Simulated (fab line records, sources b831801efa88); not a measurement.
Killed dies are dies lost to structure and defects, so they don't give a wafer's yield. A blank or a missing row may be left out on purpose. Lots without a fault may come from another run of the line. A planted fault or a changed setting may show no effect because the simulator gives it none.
A struck lot beside a sound one | flow sky130 | 44 steps out of a route of 708
Sound: wafers L413.1, L413.3, L413.4. Struck: wafers L407.2, L407.4, L407.5. The cause comes at the end.
At each step with rows: each side's tool, then ch and its chambers, then its first start. Under that, the readings that differ: sound wafers | struck wafers | difference of the means | sigmas: that difference in standard deviations of wafers without a fault.
alike: readings whose means differ by less than 2 such deviations, and words and numbers that are the same on both sides. not compared: withheld readings, readings that some wafer has no value for, bounds like >300 that may hide the same value, and numbers for which the record gives no deviation and whose values overlap.
The two part at a step that has a row with sigmas, a row that says differs or no value, or rows on one side only. Numbers that don't overlap but have no deviation are shown without sigmas and don't part them. A reading that every wafer of one side lacks parts them only if that side has two wafers or more.

first, 2 steps without rows for these wafers: SKY_DNWELL_DEVELOP_06 (develop time 60 s); SKY_DNWELL_IMPLANT_07.
SKY_DNWELL_STRIP_08: strips in O2/N2.
  sound on plasma_asher-01 ch 0,1, day 6 14:26; struck on plasma_asher-01 ch 0,1, day 5 07:19
  alike: drypump_motor_current_A, oes_product_au, strip_time_to_endpoint_s
  not compared: rf_hours_counter_h
SKY_DNWELL_TW_MEAS_09:
  sound on film_metro-03, day 6 14:32; struck on film_metro-03, day 5 07:25
  alike: DNWELL_TW
then, 7 steps without rows for these wafers: SKY_PWDE_DEHYDRATE_00 (time 60 s); SKY_PWDE_HMDS_01 (prime time 60 s); SKY_PWDE_COAT_02 (resist thk 3000 nm); SKY_PWDE_SOFTBAKE_03; SKY_PWDE_EXPOSE_04 (exposes mask PWDEM, target cd 840 nm); SKY_PWDE_PEB_05; SKY_PWDE_DEVELOP_06 (develop time 60 s).
SKY_PWDE_OVL_MEAS_07:
  sound on overlay-02, day 7 09:16; struck on overlay-01, day 6 00:53
  alike: PWDE_OVL
SKY_PWDE_IMPLANT_08:
  sound on implanter-02 ch 0, day 7 09:18; struck on implanter-01 ch 0, day 6 00:56
  reading            | sound                         | struck                        | difference | sigmas
  dose_ions_cm2      | 3.605e+12 3.605e+12 3.606e+12 | 4.844e+12 4.834e+12 4.837e+12 | +1.233e+12 | +99 or more
  faraday_current_uA | 20.4 21.2 21.5                | 26.3 27.1 26.9                | +5.7       | +14
SKY_PWDE_STRIP_09: strips in O2/N2.
  sound on plasma_asher-01 ch 0,1, day 7 09:27; struck on plasma_asher-01 ch 0,1, day 6 01:04
  reading                      | sound             | struck            | difference | sigmas
  strip_time_to_endpoint_s (s) | 36.78 36.75 36.73 | 37.01 37.02 36.92 | +0.23      | +2
  alike: drypump_motor_current_A, oes_product_au
  not compared: rf_hours_counter_h
SKY_PWDE_TW_MEAS_10:
  sound on film_metro-04, day 7 09:33; struck on film_metro-04, day 6 01:10
  reading | sound             | struck            | difference | sigmas
  PWDE_TW | 376.5 375.9 376.2 | 408.4 410.9 410.9 | +33.9      | +21
then, 7 steps without rows for these wafers: SKY_NWELL_DEHYDRATE_03 (time 60 s); SKY_NWELL_HMDS_04 (prime time 60 s); SKY_NWELL_COAT_05 (resist thk 3000 nm); SKY_NWELL_SOFTBAKE_06; SKY_NWELL_EXPOSE_07 (exposes mask NWM, target cd 840 nm); SKY_NWELL_PEB_08; SKY_NWELL_DEVELOP_09 (develop time 60 s).
SKY_NWELL_OVL_MEAS_10:
  sound on overlay-02, day 8 05:37; struck on overlay-01, day 6 19:31
  alike: NWELL_00_OVL
then, 3 steps without rows for these wafers: SKY_NWELL_IMPLANT_11; SKY_NWELL_IMPLANT_12; SKY_NWELL_IMPLANT_13.
SKY_NWELL_STRIP_14: strips in O2/N2.
  sound on plasma_asher-03 ch 0,1, day 8 06:06; struck on plasma_asher-04 ch 0,1, day 6 20:00
  alike: drypump_motor_current_A, oes_product_au, strip_time_to_endpoint_s
  not compared: rf_hours_counter_h
SKY_NWELL_TW_MEAS_15:
  sound on film_metro-02, day 8 06:12; struck on film_metro-02, day 6 20:07
  alike: NWELL_TW
then, 7 steps without rows for these wafers: SKY_NWELL_DEHYDRATE_16 (time 60 s); SKY_NWELL_HMDS_17 (prime time 60 s); SKY_NWELL_COAT_18 (resist thk 3000 nm); SKY_NWELL_SOFTBAKE_19; SKY_NWELL_EXPOSE_20 (exposes mask NWM COMPLEMENT, target cd 840 nm); SKY_NWELL_PEB_21; SKY_NWELL_DEVELOP_22 (develop time 60 s).
SKY_NWELL_OVL_MEAS_23:
  sound on overlay-01, day 9 02:58; struck on overlay-01, day 7 15:38
  alike: NWELL_01_OVL
then, 1 step without rows for these wafers: SKY_NWELL_IMPLANT_24.
SKY_NWELL_STRIP_25: strips in O2/N2.
  sound on plasma_asher-02 ch 0,1, day 9 03:09; struck on plasma_asher-04 ch 0,1, day 7 15:49
  alike: drypump_motor_current_A, oes_product_au, strip_time_to_endpoint_s
  not compared: rf_hours_counter_h
SKY_NWELL_TW_MEAS_26:
  sound on film_metro-02, day 9 03:15; struck on film_metro-03, day 7 15:55
  alike: NWELL_2_TW
then, 1 step without rows for these wafers: SKY_NWELL_CLEAN_27 (cleans in SC1/SC2, time 150 s).
SKY_NWELL_RTA_28: time 30 s.
  sound on rtp_anneal-02 ch 0, day 9 03:22; struck on rtp_anneal-01 ch 0, day 7 16:02
  alike: anneal_temp_c_max, lamp_power_pct, wafer_temp_C_max
SKY_NWELL_RS_MEAS_29: measures by four-point-probe.
  sound on film_metro-04, day 9 03:28; struck on film_metro-04, day 7 16:08
  alike: NWELL_RS
SKY_NWELL_RS_MEAS_31: measures by four-point-probe.
  sound on film_metro-04, day 9 03:42; struck on film_metro-04, day 7 16:23
  reading          | sound          | struck         | difference | sigmas
  PWDE_RS (ohm/sq) | 5249 5237 5260 | 4187 4187 4184 | -1063      | -56
-- the record jumps here: 40 days lie between the struck wafers' starts before and after (it left off in module NWELL and takes up again in module PAD_OPEN, whose first step shown is number 708 of the route) --
SKY_PAD_OPEN_PROBE_99:
  sound on prober-01, day 49 01:10; struck on prober-02, day 47 18:20
  reading                                   | sound                         | struck         | difference | sigmas
  model.etest.res_p_drift_20v.line_ohm_um   | 1.142e+04 1.066e+04 1.096e+04 | 9170 8671 9463 | -1912      |
  model.etest.res_p_drift_20v.rs_ohm_sq     | 9364 8908 9150                | 7538 7275 7820 | -1596      |
  model.etest.res_pwde_under_gate.rs_ohm_sq | 6189 6241 6253                | 4712 4741 4772 | -1486      |
  alike: killed_at_M0_to_M3, killed_at_M4_up, killed_at_contacts, killed_at_front_end, killed_at_other, killed_dies, killed_open, killed_short

WHERE THEY PART
First at SKY_PWDE_IMPLANT_08; last, within this record, at SKY_NWELL_RS_MEAS_31. Later steps at which nothing parts them and some readings are alike: SKY_PAD_OPEN_PROBE_99.

WHY: what the simulator had put in
Process parameter drift: implanter-01, from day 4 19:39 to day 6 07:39, at SKY_PWDE_IMPLANT_08. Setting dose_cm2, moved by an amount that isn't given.
